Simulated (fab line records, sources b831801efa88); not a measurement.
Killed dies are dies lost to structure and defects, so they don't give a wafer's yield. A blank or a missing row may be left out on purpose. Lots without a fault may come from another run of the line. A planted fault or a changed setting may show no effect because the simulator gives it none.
fab line records | flow sky130 | part 2 of 2: steps 31 to 42 of 42
record lots=5 wafers=15 last_day=50
route steps=708 shown SD_P@327 RES_XHIGH@332 SD_N@342 SALICIDE@361 LI_CONTACT@362
lots that met no fault: from a run of the same line without faults
start_h: hours from the record's first day to the start of the lot's first wafer shown | wait_h: hours since the lot's step before | " the same as in the row above | L1.1+2: a row that stands for several wafers | - no value, or no start given | * or withheld: withheld | < > ~ a bound
route shown NAME@n: a module of which the file shows steps, and the number in the route of the first | usual: mean/standard deviation of fault-free wafers | same: alike in all rows | chamber/n: place in a boat | sites: the reading at each site | _std_site: their standard deviation | _edge_site: outer sites' mean less inner sites' | radius_mm: how far each site lies from the wafer's centre | mask NAME#n: copy n | behind: the tool/chamber that last shaped the wafer | hold: why the lot was held/for how many hours/how that ended | device: the transistor (n, p or np) that didn't switch | end of line: the same wafers' tests at the end of the route | a step without rows: its recipe alone | killed: dies lost to structure and defects at the first sort, not the wafer's yield | map: a wafer's dies, x killed, . not, _ none there
set.NAME: the setting as run; set.NAME@STEP: as run at that earlier step | model.NAME: the simulator's own value behind a step, which no gauge read
lots at some steps of the route; a table a step, a row a wafer
services: from which hour (start_h, from the record's first day; less than 0 if before it) a tool's chamber was out of use, for how many hours, and why
## steps
# step SKY_SD_N_RS_MEAS_16
# recipe thk_meas_gauge=four-point-probe
# usual SD_N_RS=68.49/0.13
# columns lot.wafer tool chamber start_h wait_h SD_N_RS[ohm/sq]
L074.1 film_metro-03 - 640.38 0.1 68.61
L074.5 " - " " 68.62
L074.6 " - " " 68.59
L087.2 film_metro-03 - 757.83 0.1 68.53
L087.3 " - " " 68.38
L087.4 " - " " 68.43
L089.3 film_metro-02 - 768.56 0.1 68.34
L089.4 " - " " 68.47
L089.5 " - " " 68.24
L092.2 film_metro-04 - 787.80 0.1 68.68
L092.3 " - " " 68.57
L092.6 " - " " 68.59
L096.1 film_metro-03 - 809.71 0.1 68.69
L096.3 " - " " 68.74
L096.6 " - " " 68.72
# step SKY_SD_N_RS_MEAS_17
# recipe thk_meas_gauge=four-point-probe
# usual SD_P_RS=146.9/0.32
# columns lot.wafer tool chamber start_h wait_h SD_P_RS[ohm/sq]
L074.1 film_metro-03 - 640.50 0.1 146.7
L074.5 " - " " 146.9
L074.6 " - " " 147.3
L087.2 film_metro-03 - 757.95 0.1 146.8
L087.3 " - " " 146.7
L087.4 " - " " 146.6
L089.3 film_metro-02 - 768.68 0.1 147.0
L089.4 " - " " 146.8
L089.5 " - " " 147.1
L092.2 film_metro-04 - 787.92 0.1 147.3
L092.3 " - " " 147.0
L092.6 " - " " 146.9
L096.1 film_metro-03 - 809.83 0.1 147.8
L096.3 " - " " 147.3
L096.6 " - " " 147.0
# step SKY_SD_N_RS_MEAS_18
# recipe thk_meas_gauge=four-point-probe
# usual RES_XHIGH_RS=332.9/1.1
# columns lot.wafer tool chamber start_h wait_h RES_XHIGH_RS[ohm/sq]
L074.1 film_metro-03 - 640.62 0.1 332.9
L074.5 " - " " 333.1
L074.6 " - " " 332.4
L087.2 film_metro-03 - 758.07 0.1 334.6
L087.3 " - " " 334.5
L087.4 " - " " 332.5
L089.3 film_metro-02 - 768.80 0.1 332.4
L089.4 " - " " 333.3
L089.5 " - " " 333.4
L092.2 film_metro-04 - 788.04 0.1 334.1
L092.3 " - " " 334.0
L092.6 " - " " 333.0
L096.1 film_metro-03 - 809.95 0.1 335.2
L096.3 " - " " 333.5
L096.6 " - " " 334.4
# step SKY_SALICIDE_CLEAN_00
# recipe chemistry=HF-last time_s=30 dilution=100:1 dry=ipa_marangoni
# columns lot.wafer tool chamber start_h wait_h
L074.1+5+6 wet_bench-02 1 640.74 0.1
L087.2+3+4 wet_bench-04 0 758.17 0.1
L089.3+4+5 wet_bench-01 3 768.88 0.1
L092.2+3+6 wet_bench-04 0 788.14 0.1
L096.1+3+6 wet_bench-01 0 810.07 0.1
# step SKY_LI_CONTACT_HDPCVD_00
# recipe material=PSG target_thk_nm=930 sigma_open_frac=0.3 time_s=162 temp_c=600 sih4_flow_sccm=60 pressure_mtorr=6
# columns lot.wafer tool chamber start_h wait_h
L074.1+5+6 hdpcvd-02 1,0,2 640.75 0.0
L087.2+3+4 hdpcvd-02 2,0,1 758.18 0.0
L089.3+4+5 hdpcvd-01 2,0,2 768.90 0.0
L092.2+3+6 hdpcvd-02 0,1,0 788.16 0.0
L096.1+3+6 hdpcvd-01 0,1,0 810.08 0.0
# step SKY_LI_CONTACT_THK_MEAS_01
# recipe reads=PSG_of_LI_CONTACT_HDPCVD_00
# usual LI_CONTACT_HDPCVD_THK=965/12
# columns lot.wafer tool chamber start_h wait_h LI_CONTACT_HDPCVD_THK[nm]
L074.1 film_metro-03 - 640.86 0.1 981
L074.5 " - " " 967
L074.6 " - " " 955
L087.2 film_metro-02 - 758.29 0.1 951
L087.3 " - " " 967
L087.4 " - " " 983
L089.3 film_metro-03 - 769.02 0.1 954
L089.4 " - " " 979
L089.5 " - " " 953
L092.2 film_metro-03 - 788.27 0.1 959
L092.3 " - " " 973
L092.6 " - " " 959
L096.1 film_metro-04 - 810.19 0.1 978
L096.3 " - " " 974
L096.6 " - " " 981
# step SKY_LI_CONTACT_CMP_02
# recipe material=PSG down_force_psi=4 platen_rpm=60 pad_velocity_m_s=0.94248
# usual head_pressure_psi=4.000/0.0092 motor_current_A=12.2/1 time_to_endpoint_s=37/4.9
# columns lot.wafer tool chamber start_h wait_h head_pressure_psi motor_current_A time_to_endpoint_s
L074.1 cmp-01 3 641.07 0.2 4.017 11.0 45
L074.6 " 0 " " 4.003 13.0 36
L074.5 " 1 " " 3.992 11.6 32
L087.2 cmp-01 1 758.34 0.0 3.990 11.6 30
L087.3 " 3 " " 4.001 10.9 43
L087.4 " 0 " " 3.989 12.8 40
L089.3 cmp-01 1 769.06 0.0 4.005 11.6 29
L089.4 " 0 " " 4.010 13.1 37
L089.5 " 1 " " 4.016 11.5 31
L092.2 cmp-02 0 788.32 0.0 3.986 11.6 35
L092.3 " 2 " " 4.009 10.5 32
L092.6 " 1 " " 4.002 12.5 33
L096.1 cmp-02 2 810.38 0.2 4.005 10.3 35
L096.3 " 0 " " 4.004 12.5 40
L096.6 " 1 " " 3.999 12.9 43
# step SKY_LI_CONTACT_BOW_MEAS_03
# recipe mode=bow
# usual LI_CONTACT_BOW=56/6.6
# columns lot.wafer tool chamber start_h wait_h LI_CONTACT_BOW[um]
L074.1 film_metro-02 - 641.22 0.1 52
L074.5 " - " " 52
L074.6 " - " " 62
L087.2 film_metro-03 - 758.66 0.3 63
L087.3 " - " " 48
L087.4 " - " " 52
L089.3 film_metro-03 - 769.40 0.3 61
L089.4 " - " " 50
L089.5 " - " " 50
L092.2 film_metro-04 - 788.64 0.3 44
L092.3 " - " " 60
L092.6 " - " " 54
L096.1 film_metro-03 - 810.63 0.2 53
L096.3 " - " " 49
L096.6 " - " " 57
# step SKY_LI_CONTACT_DEHYDRATE_04
# recipe temp_c=200 time_s=60
# columns lot.wafer tool chamber start_h wait_h
L074.1+5+6 litho_track-04 0 654.37 13.1
L087.2+3+4 litho_track-03 0 770.91 12.2
L089.3+4+5 litho_track-03 0 782.84 13.4
L092.2+3+6 litho_track-03 0 800.46 11.8
L096.1+3+6 litho_track-03 0 823.29 12.6
# step SKY_LI_CONTACT_HMDS_05
# recipe prime_time_s=60 prime_temp_c=120
# columns lot.wafer tool chamber start_h wait_h
L074.1+5+6 litho_track-04 0 654.52 0.1
L087.2+3+4 litho_track-03 0 771.06 0.1
L089.3+4+5 litho_track-03 0 782.99 0.1
L092.2+3+6 litho_track-03 0 800.61 0.1
L096.1+3+6 litho_track-03 0 823.44 0.1
# step SKY_LI_CONTACT_COAT_06
# recipe resist=BARC temp_c=withheld time_s=withheld spin_rpm=3000 resist_thk_nm=60
# usual dispense_pressure_kPa=50/5.5
# columns lot.wafer tool chamber start_h wait_h dispense_pressure_kPa
L074.1 litho_track-04 0 654.67 0.1 56
L074.5 " 0 " " 56
L074.6 " 0 " " 56
L087.2 litho_track-03 0 771.21 0.1 52
L087.3 " 0 " " 52
L087.4 " 0 " " 52
L089.3 litho_track-03 0 783.14 0.1 52
L089.4 " 0 " " 52
L089.5 " 0 " " 52
L092.2 litho_track-03 0 800.76 0.1 52
L092.3 " 0 " " 52
L092.6 " 0 " " 52
L096.1 litho_track-03 0 823.59 0.1 52
L096.3 " 0 " " 52
L096.6 " 0 " " 52
# step SKY_LI_CONTACT_COAT_07
# recipe resist=KrF-thick spin_rpm=3000 resist_thk_nm=450
# usual dispense_pressure_kPa=50/5.5
# columns lot.wafer tool chamber start_h wait_h dispense_pressure_kPa
L074.1 litho_track-04 0 - - 56
L074.5 " 0 " " 56
L074.6 " 0 " " 56
L087.2 litho_track-03 0 - - 52
L087.3 " 0 " " 52
L087.4 " 0 " " 52
L089.3 litho_track-03 0 - - 52
L089.4 " 0 " " 52
L089.5 " 0 " " 52
L092.2 litho_track-03 0 - - 52
L092.3 " 0 " " 52
L092.6 " 0 " " 52
L096.1 litho_track-03 0 - - 52
L096.3 " 0 " " 52
L096.6 " 0 " " 52
## services
# columns tool chamber start_h hours kind
implanter-03 - 560.71 4.0 pm
implanter-02 - 566.79 3.7 repair
implanter-02 - 588.57 4.5 repair
iline_stepper-01 - 592.11 9.5 repair
implanter-02 - 594.64 7.0 repair
iline_stepper-01 - 607.54 1.7 pm
implanter-01 - 652.42 4.2 pm
plasma_asher-04 - 655.71 1.0 repair
plasma_asher-03 - 656.28 3.9 repair
plasma_asher-03 - 664.84 1.9 repair
plasma_asher-02 - 680.47 2.7 repair
implanter-04 - 683.12 2.6 pm
plasma_asher-03 - 693.33 40.2 pm
plasma_asher-04 - 733.75 9.0 pm
implanter-04 - 741.13 1.8 repair
implanter-04 - 759.42 4.9 pm
iline_stepper-02 - 763.68 1.7 pm
iline_stepper-02 - 772.84 8.9 pm
implanter-02 - 782.87 3.5 pm
iline_stepper-02 - 788.74 2.5 repair
implanter-04 - 795.06 1.1 repair
plasma_asher-02 - 805.75 3.1 repair
plasma_asher-04 - 809.69 4.1 repair
plasma_asher-04 - 815.51 2.8 pm
